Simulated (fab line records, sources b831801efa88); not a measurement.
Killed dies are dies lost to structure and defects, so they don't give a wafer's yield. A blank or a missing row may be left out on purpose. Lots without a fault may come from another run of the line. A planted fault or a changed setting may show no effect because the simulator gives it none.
fab line records | flow sky130
record lots=5 wafers=15 last_day=50
route steps=708 shown RES_PROTECT@208 POLY_GATE@213 LDD_N@237
lots that met no fault: from a run of the same line without faults
start_h: hours from the record's first day to the start of the lot's first wafer shown | wait_h: hours since the lot's step before | " the same as in the row above | L1.1+2: a row that stands for several wafers | - no value, or no start given | * or withheld: withheld | < > ~ a bound
route shown NAME@n: a module of which the file shows steps, and the number in the route of the first | usual: mean/standard deviation of fault-free wafers | same: alike in all rows | chamber/n: place in a boat | sites: the reading at each site | _std_site: their standard deviation | _edge_site: outer sites' mean less inner sites' | radius_mm: how far each site lies from the wafer's centre | mask NAME#n: copy n | behind: the tool/chamber that last shaped the wafer | hold: why the lot was held/for how many hours/how that ended | device: the transistor (n, p or np) that didn't switch | end of line: the same wafers' tests at the end of the route | a step without rows: its recipe alone | killed: dies lost to structure and defects at the first sort, not the wafer's yield | map: a wafer's dies, x killed, . not, _ none there
set.NAME: the setting as run; set.NAME@STEP: as run at that earlier step | model.NAME: the simulator's own value behind a step, which no gauge read
lots at some steps of the route; a table a step, a row a wafer
services: from which hour (start_h, from the record's first day; less than 0 if before it) a tool's chamber was out of use, for how many hours, and why
## steps
# step SKY_RES_PROTECT_COAT_02
# recipe resist=NOVOLAK spin_rpm=3000 resist_thk_nm=1140
# columns lot.wafer tool chamber start_h wait_h
L077.3+4+5 litho_track-04 0 351.15 0.1
L081.1+4+5 litho_track-03 0 386.77 0.1
L084.3+5+6 litho_track-03 0 411.12 0.1
L089.1+4+5 litho_track-01 0 453.07 0.1
L096.1+5+6 litho_track-01 0 510.62 0.1
# step SKY_RES_PROTECT_SOFTBAKE_03
# recipe temp_c=90 time_s=60 resist=NOVOLAK
# columns lot.wafer tool chamber start_h wait_h
L077.3+4+5 litho_track-04 0 351.30 0.1
L081.1+4+5 litho_track-03 0 386.92 0.1
L084.3+5+6 litho_track-03 0 411.27 0.1
L089.1+4+5 litho_track-01 0 453.22 0.1
L096.1+5+6 litho_track-01 0 510.77 0.1
# step SKY_RES_PROTECT_EXPOSE_04
# recipe mask_id=RPM na=0.6 source_shape=conventional sigma_outer=0.6 polarization=unpolarized target_cd_nm=1270 dose_mj=131
# columns lot.wafer tool chamber start_h wait_h mask
L077.3+4+5 iline_stepper-02 0 - - RPM#0
L081.1+4+5 iline_stepper-01 0 - - RPM#0
L084.3+5+6 iline_stepper-01 0 - - RPM#0
L089.1+4+5 iline_stepper-01 0 - - RPM#0
L096.1+5+6 iline_stepper-01 0 - - RPM#0
# step SKY_RES_PROTECT_PEB_05
# recipe temp_c=withheld time_s=* resist=NOVOLAK
# columns lot.wafer tool chamber start_h wait_h
L077.3+4+5 litho_track-01 0 - -
L081.1+4+5 litho_track-03 0 - -
L084.3+5+6 litho_track-04 0 - -
L089.1+4+5 litho_track-01 0 - -
L096.1+5+6 litho_track-03 0 - -
# step SKY_RES_PROTECT_DEVELOP_06
# recipe resist=NOVOLAK developer=TMAH develop_time_s=60 dev_temp_c=23
# columns lot.wafer tool chamber start_h wait_h
L077.3+4+5 litho_track-01 0 365.12 0.1
L081.1+4+5 litho_track-03 0 400.97 0.1
L084.3+5+6 litho_track-04 0 426.25 0.1
L089.1+4+5 litho_track-01 0 468.77 0.1
L096.1+5+6 litho_track-03 0 526.07 0.1
# step SKY_POLY_GATE_IMPLANT_02
# recipe species=P energy_kev=30 dose_cm2=7.7e+15 tilt_deg=0
# usual beam_on_s=37.9/2
# columns lot.wafer tool chamber start_h wait_h beam_on_s
L077.3 implanter-01 0 365.27 0.1 38.6
L077.4 " 0 " " 39.3
L077.5 " 0 " " 38.1
L081.1 implanter-01 0 401.12 0.1 39.6
L081.4 " 0 " " 38.1
L081.5 " 0 " " 39.5
L084.3 implanter-02 0 426.40 0.1 36.4
L084.5 " 0 " " 36.4
L084.6 " 0 " " 35.9
L089.1 implanter-01 0 468.92 0.1 37.9
L089.4 " 0 " " 38.7
L089.5 " 0 " " 39.6
L096.1 implanter-02 0 526.22 0.1 35.9
L096.5 " 0 " " 33.5
L096.6 " 0 " " 37.2
# step SKY_RES_PROTECT_STRIP_07
# recipe chemistry=O2/N2 power_w=1400 pressure_mtorr=1500 platen_temp_c=withheld o2_flow_sccm=3000 n2_flow_sccm=300 overash_fraction=0.5
# usual chamber_pressure_mTorr=1500.0/1.4 drypump_motor_current_A=5.6/0.36 oes_product_au=0.518/0.0046 strip_time_to_endpoint_s=23.30/0.034
# columns lot.wafer tool chamber start_h wait_h chamber_pressure_mTorr drypump_motor_current_A oes_product_au rf_hours_counter_h strip_time_to_endpoint_s
L077.3 plasma_asher-02 0 365.40 0.1 1502.0 5.6 0.518 - 23.22
L077.4 " 1 " " 1500.1 5.8 0.520 - 23.24
L077.5 " 0 " " 1498.4 5.5 0.524 - 23.29
L081.1 plasma_asher-03 0 401.27 0.1 1500.8 6.0 0.523 70 23.29
L081.4 " 0 " " 1499.1 6.0 0.520 - 23.32
L081.5 " 1 " " 1500.3 5.9 0.518 - 23.29
L084.3 plasma_asher-02 1 426.53 0.1 1500.8 5.8 0.514 - 23.25
L084.5 " 0 " " 1500.2 5.6 0.524 - 23.27
L084.6 " 1 " " 1499.7 5.7 0.514 - 23.30
L089.1 plasma_asher-01 0 469.07 0.1 1499.3 4.8 0.513 4 23.31
L089.4 " 0 " " 1501.8 4.8 0.514 - 23.33
L089.5 " 0 " " 1501.7 4.8 0.516 - 23.28
L096.1 plasma_asher-02 0 526.37 0.1 1499.2 5.6 0.518 39 23.22
L096.5 " 1 " " 1499.5 5.7 0.517 - 23.23
L096.6 " 0 " " 1500.4 5.6 0.512 - 23.23
# step SKY_RES_PROTECT_TW_MEAS_08
# usual POLY_GATE_TW=3985/24
# columns lot.wafer tool chamber start_h wait_h POLY_GATE_TW
L077.3 film_metro-03 - 365.49 0.1 3978
L077.4 " - " " 3975
L077.5 " - " " 3988
L081.1 film_metro-04 - 401.37 0.1 4006
L081.4 " - " " 4033
L081.5 " - " " 4004
L084.3 film_metro-01 - 426.62 0.1 3994
L084.5 " - " " 3984
L084.6 " - " " 3989
L089.1 film_metro-01 - 469.17 0.1 3961
L089.4 " - " " 3968
L089.5 " - " " 3968
L096.1 film_metro-03 - 526.47 0.1 4003
L096.5 " - " " 4007
L096.6 " - " " 3964
# step SKY_RES_PROTECT_CLEAN_09
# recipe chemistry=SC1/SC2 mix=1:4:20 temp_c=70 time_s=150 dry=n2_spin
# usual temp_c=69.99/0.11
# columns lot.wafer tool chamber start_h wait_h temp_c
L077.3 wet_bench-04 3 365.53 0.0 70.03
L077.4 " 3 " " 69.97
L077.5 " 3 " " 69.99
L081.1 wet_bench-02 2 401.43 0.1 70.01
L081.4 " 2 " " 70.02
L081.5 " 2 " " 70.03
L084.3 wet_bench-04 2 426.66 0.0 69.98
L084.5 " 2 " " 70.02
L084.6 " 2 " " 69.72
L089.1 wet_bench-04 1 469.23 0.1 69.93
L089.4 " 1 " " 70.05
L089.5 " 1 " " 69.99
L096.1 wet_bench-03 0 526.53 0.1 70.00
L096.5 " 0 " " 69.98
L096.6 " 0 " " 70.00
# step SKY_POLY_GATE_CVD_03
# recipe material=Si3N4 precursor=DCS/NH3 target_thk_nm=75 temp_c=770 time_s=1290 pressure_mtorr=250
# usual zone_power_centre_pct=16.45/0.19 zone_power_upper_pct=13.3/1.9
# columns lot.wafer tool chamber start_h wait_h zone_power_centre_pct zone_power_upper_pct
L077.3 lpcvd-02 1 365.58 0.0 16.32 11.6
L077.4 " 1 " " 16.50 11.5
L077.5 " 1 " " 16.17 11.6
L081.1 lpcvd-02 0 401.60 0.1 16.55 15.5
L081.4 " 0 " " 16.38 15.5
L081.5 " 0 " " 16.82 15.3
L084.3 lpcvd-02 1 428.20 1.5 16.44 11.5
L084.5 " 1 " " 15.96 11.4
L084.6 " 1 " " 16.39 11.6
L089.1 lpcvd-02 0 470.32 1.0 16.59 15.3
L089.4 " 0 " " 16.45 15.5
L089.5 " 0 " " 16.67 15.4
L096.1 lpcvd-02 1 526.58 0.0 16.49 11.5
L096.5 " 1 " " 16.60 11.6
L096.6 " 1 " " 16.20 11.4
# step SKY_POLY_GATE_THK_MEAS_04
# recipe reads=Si3N4_of_POLY_GATE_CVD_03
# usual POLY_GATE_CVD_03_THK=75.1/0.56
# columns lot.wafer tool chamber start_h wait_h POLY_GATE_CVD_03_THK[nm]
L077.3 film_metro-01 - 366.96 0.0 74.6
L077.4 " - " " 74.5
L077.5 " - " " 74.7
L081.1 film_metro-02 - 402.96 0.0 75.4
L081.4 " - " " 75.3
L081.5 " - " " 75.6
L084.3 film_metro-02 - 429.57 0.0 75.0
L084.5 " - " " 74.3
L084.6 " - " " 74.1
L089.1 film_metro-01 - 471.68 0.0 75.1
L089.4 " - " " 75.4
L089.5 " - " " 75.2
L096.1 film_metro-01 - 527.94 0.0 76.3
L096.5 " - " " 76.4
L096.6 " - " " 76.3
# step SKY_POLY_GATE_DEHYDRATE_05
# recipe temp_c=200 time_s=60
# columns lot.wafer tool chamber start_h wait_h
L077.3+4+5 litho_track-02 0 380.51 13.5
L081.1+4+5 litho_track-04 0 417.25 14.3
L084.3+5+6 litho_track-04 0 443.55 14.0
L089.1+4+5 litho_track-02 0 486.41 14.7
L096.1+5+6 litho_track-04 0 542.35 14.4
# step SKY_POLY_GATE_HMDS_06
# recipe prime_time_s=60 prime_temp_c=120
# usual prime_temp_c=120.03/0.13
# columns lot.wafer tool chamber start_h wait_h prime_temp_c
L077.3 litho_track-02 0 380.66 0.1 119.99
L077.4 " 0 " " 120.22
L077.5 " 0 " " 120.15
L081.1 litho_track-04 0 417.40 0.1 119.97
L081.4 " 0 " " 120.03
L081.5 " 0 " " 120.14
L084.3 litho_track-04 0 443.70 0.1 120.21
L084.5 " 0 " " 120.26
L084.6 " 0 " " 120.12
L089.1 litho_track-02 0 486.56 0.1 119.99
L089.4 " 0 " " 120.00
L089.5 " 0 " " 120.13
L096.1 litho_track-04 0 542.50 0.1 120.20
L096.5 " 0 " " 120.15
L096.6 " 0 " " 120.05
# step SKY_POLY_GATE_COAT_07
# recipe resist=BARC temp_c=withheld time_s=withheld spin_rpm=3000 resist_thk_nm=110
# columns lot.wafer tool chamber start_h wait_h
L077.3+4+5 litho_track-02 0 380.81 0.1
L081.1+4+5 litho_track-04 0 417.55 0.1
L084.3+5+6 litho_track-04 0 443.85 0.1
L089.1+4+5 litho_track-02 0 486.71 0.1
L096.1+5+6 litho_track-04 0 542.65 0.1
# step SKY_POLY_GATE_COAT_08
# recipe resist=KrF-thick spin_rpm=3000 resist_thk_nm=450
# columns lot.wafer tool chamber start_h wait_h
L077.3+4+5 litho_track-02 0 - -
L081.1+4+5 litho_track-04 0 - -
L084.3+5+6 litho_track-04 0 - -
L089.1+4+5 litho_track-02 0 - -
L096.1+5+6 litho_track-04 0 - -
# step SKY_POLY_GATE_SOFTBAKE_09
# recipe temp_c=100 time_s=90 resist=KrF-thick
# columns lot.wafer tool chamber start_h wait_h
L077.3+4+5 litho_track-02 0 - -
L081.1+4+5 litho_track-04 0 - -
L084.3+5+6 litho_track-04 0 - -
L089.1+4+5 litho_track-02 0 - -
L096.1+5+6 litho_track-04 0 - -
# step SKY_POLY_GATE_EXPOSE_10
# recipe mask_id=P1M na=0.68 source_shape=conventional sigma_outer=0.6 target_cd_nm=150 dose_mj=28
# columns lot.wafer tool chamber start_h wait_h mask
L077.3+4+5 krf_scanner-01 0 - - P1M#0
L081.1+4+5 krf_scanner-01 0 - - P1M#0
L084.3+5+6 krf_scanner-01 0 - - P1M#0
L089.1+4+5 krf_scanner-02 0 - - P1M#0
L096.1+5+6 krf_scanner-01 0 - - P1M#0
# step SKY_POLY_GATE_PEB_11
# recipe peb_temp_c=withheld peb_time_s=withheld resist=KrF-thick
# columns lot.wafer tool chamber start_h wait_h
L077.3+4+5 litho_track-01 0 - -
L081.1+4+5 litho_track-04 0 - -
L084.3+5+6 litho_track-04 0 - -
L089.1+4+5 litho_track-04 0 - -
L096.1+5+6 litho_track-04 0 - -
# step SKY_POLY_GATE_DEVELOP_12
# recipe develop_time_s=60 resist=KrF-thick dev_temp_c=21
# columns lot.wafer tool chamber start_h wait_h
L077.3+4+5 litho_track-01 0 - -
L081.1+4+5 litho_track-04 0 - -
L084.3+5+6 litho_track-04 0 - -
L089.1+4+5 litho_track-04 0 - -
L096.1+5+6 litho_track-04 0 - -
# step SKY_POLY_GATE_CD_MEAS_13
# recipe target_cd_nm=150
# usual cd_nm=150.3/1.4
# columns lot.wafer tool chamber start_h wait_h cd_nm
L077.3 cd_sem-01 - 395.46 - 150.0
L077.4 " - " " 149.4
L077.5 " - " " 148.9
L081.1 cd_sem-01 - 432.90 - 149.6
L081.4 " - " " 151.0
L081.5 " - " " 150.1
L084.3 cd_sem-02 - 460.19 - 148.8
L084.5 " - " " 150.2
L084.6 " - " " 148.1
L089.1 cd_sem-01 - 502.85 - 149.2
L089.4 " - " " 150.1
L089.5 " - " " 150.2
L096.1 cd_sem-02 - 557.80 - 150.0
L096.5 " - " " 151.1
L096.6 " - " " 150.8
# step SKY_POLY_GATE_OVL_MEAS_14
# usual POLY_GATE_OVL=-1/5.4
# columns lot.wafer tool chamber start_h wait_h POLY_GATE_OVL[nm]
L077.3 overlay-01 - 395.55 0.1 2
L077.4 " - " " -2
L077.5 " - " " 2
L081.1 overlay-02 - 433.02 0.1 8
L081.4 " - " " 3
L081.5 " - " " -2
L084.3 overlay-02 - 460.28 0.1 2
L084.5 " - " " 5
L084.6 " - " " -6
L089.1 overlay-01 - 502.97 0.1 8
L089.4 " - " " 7
L089.5 " - " " 7
L096.1 overlay-02 - 557.92 0.1 -3
L096.5 " - " " -8
L096.6 " - " " -2
# step SKY_POLY_GATE_ETCH_15
# recipe chemistry=N2/H2 target=BARC ion_energy_ev=200 source_w=500 bias_w=100 pressure_mtorr=30 n2_flow_sccm=100 h2_flow_sccm=200 stop_on=SiO2 time_s=118.5 target_depth_a=1100
# usual chamber_pressure_mTorr=30.004/0.028 drypump_motor_current_A=5.8/0.42 oes_product_au=0.717/0.0047 throttle_valve_pct=13.213/0.0091
# columns lot.wafer tool chamber start_h wait_h chamber_pressure_mTorr drypump_motor_current_A oes_product_au rf_hours_counter_h throttle_valve_pct
L077.3 rie_diel-03 1 395.58 0.0 29.967 5.4 0.721 74 13.209
L077.4 " 3 " " 30.033 5.9 0.728 2 13.209
L077.5 " 2 " " 30.036 5.1 0.724 - 13.208
L081.1 rie_diel-02 2 433.06 0.0 29.983 5.4 0.714 94 13.210
L081.4 " 3 " " 29.994 6.4 0.716 0 13.201
L081.5 " 0 " " 29.998 6.3 0.716 - 13.220
L084.3 rie_diel-02 2 460.31 0.0 30.007 5.4 0.712 94 13.216
L084.5 " 3 " " 30.012 6.5 0.715 - 13.212
L084.6 " 0 " " 30.021 6.4 0.713 - 13.193
L089.1 rie_diel-01 3 503.00 0.0 30.039 6.1 0.724 16 13.209
L089.4 " 2 " " 30.004 5.7 0.718 50 13.214
L089.5 " 3 " " 29.986 6.1 0.712 - 13.212
L096.1 rie_diel-03 1 557.95 0.0 29.987 5.4 0.713 77 13.211
L096.5 " 1 " " 29.997 5.4 0.723 - 13.216
L096.6 " 0 " " 29.988 6.1 0.717 - 13.221
# step SKY_POLY_GATE_ETCH_16
# recipe stop_on=poly-Si chemistry=CH3F/O2 target=Si3N4 source_w=400 bias_w=80 pressure_mtorr=25 ch3f_flow_sccm=40 O2_flow_sccm=30 time_s=147.5 target_depth_a=750
# usual ch3f_flow_sccm=40.01/0.12 chamber_pressure_mTorr=25.001/0.022 drypump_motor_current_A=5.8/0.42 oes_product_au=0.641/0.0053 throttle_valve_pct=10.534/0.0088
# columns lot.wafer tool chamber start_h wait_h ch3f_flow_sccm chamber_pressure_mTorr drypump_motor_current_A oes_product_au rf_hours_counter_h throttle_valve_pct
L077.3 rie_diel-03 1 395.66 0.0 39.77 25.000 5.4 0.638 74 10.532
L077.4 " 3 " " 40.16 24.975 5.9 0.640 2 10.527
L077.5 " 2 " " 40.07 25.019 5.0 0.633 - 10.536
L081.1 rie_diel-02 2 433.14 0.0 40.11 25.052 5.4 0.638 94 10.530
L081.4 " 3 " " 40.11 25.021 6.4 0.643 0 10.532
L081.5 " 0 " " 40.00 25.034 6.4 0.639 - 10.537
L084.3 rie_diel-02 2 460.39 0.0 40.03 24.963 5.4 0.639 94 10.531
L084.5 " 3 " " 40.13 25.003 6.3 0.640 - 10.529
L084.6 " 0 " " 40.11 24.988 6.3 0.634 - 10.529
L089.1 rie_diel-01 3 503.09 0.0 40.00 24.976 6.1 0.641 16 10.513
L089.4 " 2 " " 39.84 24.996 5.7 0.643 50 10.527
L089.5 " 3 " " 39.95 25.018 6.1 0.644 - 10.518
L096.1 rie_diel-03 1 558.04 0.0 40.03 24.990 5.4 0.648 77 10.529
L096.5 " 1 " " 40.00 24.985 5.4 0.645 - 10.537
L096.6 " 0 " " 39.94 24.983 6.1 0.650 - 10.539
# step SKY_POLY_GATE_ETCH_17
# recipe target_depth_nm=180 stop_on=SiO2 over_etch_frac=0.56667 chemistry=HBr/Cl2 target=poly-Si icp_w=400 bias_w=100 pressure_mtorr=10 HBr_flow_sccm=150 Cl2_flow_sccm=50 time_s=70.5
# usual chamber_pressure_mTorr=10.000/0.0094 drypump_motor_current_A=5.8/0.43 oes_product_au=0.986/0.0061 throttle_valve_pct=33.685/0.009
# columns lot.wafer tool chamber start_h wait_h chamber_pressure_mTorr drypump_motor_current_A oes_product_au rf_hours_counter_h throttle_valve_pct
L077.3 rie_si-01 3 395.76 0.0 9.998 6.6 0.986 5 33.694
L077.4 " 1 " " 9.997 5.3 0.980 43 33.676
L077.5 " 1 " " 10.000 5.3 0.983 - 33.683
L081.1 rie_si-02 2 433.24 0.0 10.006 6.1 0.989 46 33.687
L081.4 " 0 " " 10.017 5.9 0.983 37 33.691
L081.5 " 1 " " 10.001 5.4 0.979 - 33.681
L084.3 rie_si-02 3 460.49 0.0 10.020 5.2 0.990 6 33.692
L084.5 " 1 " " 10.013 5.4 0.993 - 33.691
L084.6 " 2 " " 10.010 6.1 0.991 - 33.693
L089.1 rie_si-01 3 503.19 0.0 9.997 6.5 0.978 6 33.666
L089.4 " 2 " " 9.990 6.0 0.983 4 33.690
L089.5 " 1 " " 9.998 5.2 0.978 - 33.689
L096.1 rie_si-01 0 558.14 0.0 10.011 5.9 0.987 0 33.690
L096.5 " 2 " " 9.977 6.0 0.992 - 33.687
L096.6 " 3 " " 10.009 6.5 0.987 - 33.690
# step SKY_POLY_GATE_STRIP_18
# recipe chemistry=O2/N2 power_w=1400 pressure_mtorr=1500 platen_temp_c=withheld o2_flow_sccm=3000 n2_flow_sccm=300 overash_fraction=0.5
# usual chamber_pressure_mTorr=1500.0/1.3 drypump_motor_current_A=5.5/0.39 oes_product_au=0.361/0.0043 strip_time_to_endpoint_s=3.166/0.026
# columns lot.wafer tool chamber start_h wait_h chamber_pressure_mTorr drypump_motor_current_A oes_product_au rf_hours_counter_h strip_time_to_endpoint_s
L077.3 plasma_asher-04 0 395.85 0.1 1504.0 5.1 0.356 - 3.150
L077.4 " 1 " " 1503.5 5.3 0.357 - 3.186
L077.5 " 0 " " 1500.5 5.1 0.362 - 3.175
L081.1 plasma_asher-03 0 433.29 0.0 1498.4 6.0 0.360 73 3.140
L081.4 " 0 " " 1499.3 6.0 0.360 - 3.165
L081.5 " 0 " " 1499.2 6.0 0.360 - 3.181
L084.3 plasma_asher-03 1 460.58 0.1 1499.2 5.9 0.360 - 3.123
L084.5 " 1 " " 1498.6 5.8 0.357 - 3.149
L084.6 " 0 " " 1499.9 6.0 0.364 - 3.139
L089.1 plasma_asher-04 1 503.24 0.0 1499.1 5.3 0.363 61 3.192
L089.4 " 1 " " 1500.2 5.3 0.351 - 3.183
L089.5 " 0 " " 1499.8 5.1 0.358 - 3.193
L096.1 plasma_asher-03 1 558.19 0.0 1503.8 5.9 0.362 86 3.164
L096.5 " 1 " " 1501.3 5.9 0.364 - 3.168
L096.6 " 0 " " 1500.9 6.0 0.360 - 3.153
# step SKY_POLY_GATE_CLEAN_19
# recipe chemistry=SC1/SC2 mix=1:4:20 temp_c=70 time_s=150 dry=n2_spin
# usual temp_c=70.00/0.11
# columns lot.wafer tool chamber start_h wait_h temp_c
L077.3 wet_bench-03 3 395.91 0.0 70.09
L077.4 " 3 " " 70.14
L077.5 " 3 " " 70.07
L081.1 wet_bench-01 1 433.39 0.1 70.18
L081.4 " 1 " " 70.08
L081.5 " 1 " " 70.02
L084.3 wet_bench-01 1 460.64 0.0 70.09
L084.5 " 1 " " 70.06
L084.6 " 1 " " 69.94
L089.1 wet_bench-02 2 503.34 0.1 69.89
L089.4 " 2 " " 70.11
L089.5 " 2 " " 70.14
L096.1 wet_bench-03 3 558.29 0.1 69.94
L096.5 " 3 " " 69.97
L096.6 " 3 " " 69.81
# step SKY_POLY_GATE_OXIDATION_20
# recipe temp_c=850 ambient=O2 stabilise_s=600 purge_s=300 target_thk_a=40 ox_time_s=899
# usual ox_temp_c_max=853.1/0.64 zone_power_centre_pct=16.2/0.84 zone_power_upper_pct=15.8/1.9
# columns lot.wafer tool chamber start_h wait_h ox_temp_c_max zone_power_centre_pct zone_power_upper_pct
L077.3 furnace-01 0 398.61 2.6 853.3 16.9 17.5
L077.4 " 0 " " 854.7 17.0 17.7
L077.5 " 0 " " 853.2 17.0 17.8
L081.1 furnace-01 0 434.86 1.4 852.4 17.0 17.5
L081.4 " 0 " " 852.7 17.1 17.5
L081.5 " 0 " " 853.0 17.1 17.5
L084.3 furnace-02 0 461.73 1.0 853.6 15.5 13.6
L084.5 " 0 " " 853.0 15.5 13.7
L084.6 " 0 " " 853.3 15.4 13.7
L089.1 furnace-01 0 503.39 0.0 852.2 17.0 17.9
L089.4 " 0 " " 852.9 17.1 17.7
L089.5 " 0 " " 852.7 17.3 17.5
L096.1 furnace-01 0 558.34 0.0 853.3 16.8 17.8
L096.5 " 0 " " 853.4 16.8 17.8
L096.6 " 0 " " 853.0 16.8 18.1
# step SKY_POLY_GATE_THK_MEAS_21
# recipe reads=SiO2_of_POLY_GATE_OXIDATION_20
# usual POLY_GATE_OXIDATION_THK=3.98/0.1
# columns lot.wafer tool chamber start_h wait_h POLY_GATE_OXIDATION_THK[nm]
L077.3 film_metro-01 - 399.88 0.0 4.10
L077.4 " - " " 3.98
L077.5 " - " " 3.99
L081.1 film_metro-01 - 436.11 0.0 3.92
L081.4 " - " " 3.97
L081.5 " - " " 3.99
L084.3 film_metro-01 - 463.00 0.0 3.99
L084.5 " - " " 4.14
L084.6 " - " " 4.09
L089.1 film_metro-02 - 504.64 0.0 3.97
L089.4 " - " " 4.00
L089.5 " - " " 3.92
L096.1 film_metro-03 - 559.59 0.0 3.79
L096.5 " - " " 3.76
L096.6 " - " " 3.71
# step SKY_POLY_GATE_CD_MEAS_22
# usual cd_nm=150.1/1.6
# columns lot.wafer tool chamber start_h wait_h cd_nm
L077.3 cd_sem-01 - 399.98 0.1 149.0
L077.4 " - " " 147.9
L077.5 " - " " 149.0
L081.1 cd_sem-02 - 436.17 0.1 150.8
L081.4 " - " " 150.8
L081.5 " - " " 150.1
L084.3 cd_sem-01 - 463.10 0.1 149.3
L084.5 " - " " 148.9
L084.6 " - " " 148.9
L089.1 cd_sem-01 - 504.70 0.1 150.4
L089.4 " - " " 149.6
L089.5 " - " " 151.3
L096.1 cd_sem-01 - 559.65 0.1 149.1
L096.5 " - " " 150.0
L096.6 " - " " 150.7
# step SKY_LDD_N_DEHYDRATE_00
# recipe temp_c=200 time_s=60
# columns lot.wafer tool chamber start_h wait_h
L077.3+4+5 litho_track-04 0 413.85 13.8
L081.1+4+5 litho_track-03 0 451.37 15.2
L084.3+5+6 litho_track-04 0 478.00 14.9
L089.1+4+5 litho_track-04 0 519.25 14.5
L096.1+5+6 litho_track-04 0 574.70 15.0
# step SKY_LDD_N_HMDS_01
# recipe prime_time_s=60 prime_temp_c=120
# usual prime_temp_c=120.03/0.13
# columns lot.wafer tool chamber start_h wait_h prime_temp_c
L077.3 litho_track-04 0 414.00 0.1 120.23
L077.4 " 0 " " 120.15
L077.5 " 0 " " 120.09
L081.1 litho_track-03 0 451.52 0.1 120.27
L081.4 " 0 " " 120.06
L081.5 " 0 " " 120.25
L084.3 litho_track-04 0 478.15 0.1 120.15
L084.5 " 0 " " 120.08
L084.6 " 0 " " 120.17
L089.1 litho_track-04 0 519.40 0.1 119.94
L089.4 " 0 " " 119.97
L089.5 " 0 " " 119.87
L096.1 litho_track-04 0 574.85 0.1 120.19
L096.5 " 0 " " 119.99
L096.6 " 0 " " 119.95
# step SKY_LDD_N_COAT_02
# recipe resist=NOVOLAK spin_rpm=3000 resist_thk_nm=300
# columns lot.wafer tool chamber start_h wait_h
L077.3+4+5 litho_track-04 0 414.15 0.1
L081.1+4+5 litho_track-03 0 451.67 0.1
L084.3+5+6 litho_track-04 0 478.30 0.1
L089.1+4+5 litho_track-04 0 519.55 0.1
L096.1+5+6 litho_track-04 0 575.00 0.1
# step SKY_LDD_N_SOFTBAKE_03
# recipe temp_c=90 time_s=60 resist=NOVOLAK
# columns lot.wafer tool chamber start_h wait_h
L077.3+4+5 litho_track-04 0 414.30 0.1
L081.1+4+5 litho_track-03 0 451.82 0.1
L084.3+5+6 litho_track-04 0 478.45 0.1
L089.1+4+5 litho_track-04 0 519.70 0.1
L096.1+5+6 litho_track-04 0 575.15 0.1
# step SKY_LDD_N_EXPOSE_04
# recipe mask_id=NTM target_cd_nm=840 na=0.6 source_shape=conventional sigma_outer=0.6 dose_mj=110
# columns lot.wafer tool chamber start_h wait_h mask
L077.3+4+5 iline_stepper-01 0 - - NTM#0
L081.1+4+5 iline_stepper-01 0 - - NTM#0
L084.3+5+6 iline_stepper-02 0 - - NTM#0
L089.1+4+5 iline_stepper-02 0 - - NTM#0
L096.1+5+6 iline_stepper-02 0 - - NTM#0
# step SKY_LDD_N_PEB_05
# recipe temp_c=withheld time_s=* resist=NOVOLAK
# columns lot.wafer tool chamber start_h wait_h
L077.3+4+5 litho_track-04 0 - -
L081.1+4+5 litho_track-04 0 - -
L084.3+5+6 litho_track-03 0 - -
L089.1+4+5 litho_track-02 0 - -
L096.1+5+6 litho_track-04 0 - -
# step SKY_LDD_N_DEVELOP_06
# recipe develop_time_s=60 dev_temp_c=23
# columns lot.wafer tool chamber start_h wait_h
L077.3+4+5 litho_track-04 0 429.40 0.1
L081.1+4+5 litho_track-04 0 467.15 0.1
L084.3+5+6 litho_track-03 0 493.87 0.1
L089.1+4+5 litho_track-02 0 534.51 0.1
L096.1+5+6 litho_track-04 0 588.80 0.1
# step SKY_LDD_N_OVL_MEAS_07
# usual LDD_N_OVL=0.0/1.1
# columns lot.wafer tool chamber start_h wait_h LDD_N_OVL[nm]
L077.3 overlay-01 - 429.51 0.1 -0.4
L077.4 " - " " 0.5
L077.5 " - " " 1.7
L081.1 overlay-01 - 467.30 0.1 2.1
L081.4 " - " " 2.3
L081.5 " - " " 1.1
L084.3 overlay-01 - 493.98 0.1 -1.3
L084.5 " - " " -0.8
L084.6 " - " " -0.1
L089.1 overlay-01 - 534.66 0.1 1.2
L089.4 " - " " 1.7
L089.5 " - " " 1.1
L096.1 overlay-02 - 588.95 0.1 -0.9
L096.5 " - " " -0.7
L096.6 " - " " -1.3
# step SKY_LDD_N_IMPLANT_08
# recipe species=As energy_kev=20 dose_cm2=7.5e+13 tilt_deg=withheld rotation_deg=23
# usual beam_on_s=10.03/0.22
# columns lot.wafer tool chamber start_h wait_h beam_on_s
L077.3 implanter-01 0 429.59 0.1 9.88
L077.4 " 0 " " 9.86
L077.5 " 0 " " 9.98
L081.1 implanter-02 0 467.33 0.0 10.11
L081.4 " 0 " " 9.86
L081.5 " 0 " " 9.88
L084.3 implanter-02 0 494.06 0.1 9.63
L084.5 " 0 " " 9.96
L084.6 " 0 " " 9.96
L089.1 implanter-03 0 534.70 0.0 9.34
L089.4 " 0 " " 9.83
L089.5 " 0 " " 9.92
L096.1 implanter-02 0 588.98 0.0 10.03
L096.5 " 0 " " 10.16
L096.6 " 0 " " 10.31
# step SKY_LDD_N_IMPLANT_09
# recipe species=As energy_kev=20 dose_cm2=7.5e+13 tilt_deg=withheld rotation_deg=113
# usual beam_on_s=9.99/0.17
# columns lot.wafer tool chamber start_h wait_h beam_on_s
L077.3 implanter-01 0 429.74 0.1 10.09
L077.4 " 0 " " 10.19
L077.5 " 0 " " 9.78
L081.1 implanter-02 0 467.48 0.1 9.98
L081.4 " 0 " " 10.22
L081.5 " 0 " " 10.32
L084.3 implanter-02 0 494.21 0.1 9.95
L084.5 " 0 " " 9.80
L084.6 " 0 " " 9.96
L089.1 implanter-03 0 534.85 0.1 10.15
L089.4 " 0 " " 10.00
L089.5 " 0 " " 9.98
L096.1 implanter-02 0 589.13 0.1 10.29
L096.5 " 0 " " 9.84
L096.6 " 0 " " 9.89
## services
# columns tool chamber start_h hours kind
furnace-01 - 330.97 3.8 pm
plasma_asher-03 - 335.55 28.1 pm
krf_scanner-01 - 341.53 4.4 pm
implanter-02 - 345.69 4.1 pm
krf_scanner-01 - 354.72 0.8 pm
krf_scanner-01 - 357.91 1.0 pm
iline_stepper-02 - 372.45 14.2 repair
implanter-01 - 376.27 5.6 repair
implanter-02 - 379.86 1.0 repair
iline_stepper-02 - 386.63 1.7 pm
implanter-01 - 393.18 1.8 repair
implanter-01 - 433.59 1.1 repair
implanter-02 - 433.83 2.0 repair
lpcvd-02 - 435.20 6.0 pm
implanter-01 - 483.51 3.0 repair
implanter-01 - 496.03 2.8 pm
implanter-01 - 499.51 0.7 repair
lpcvd-02 - 508.78 2.7 repair
iline_stepper-01 - 511.57 6.1 repair
iline_stepper-01 - 517.57 5.9 repair
iline_stepper-01 - 526.50 1.7 pm
implanter-02 - 530.62 3.6 repair
implanter-02 - 533.66 9.8 repair
implanter-02 - 582.66 6.2 repair
## key
fault none
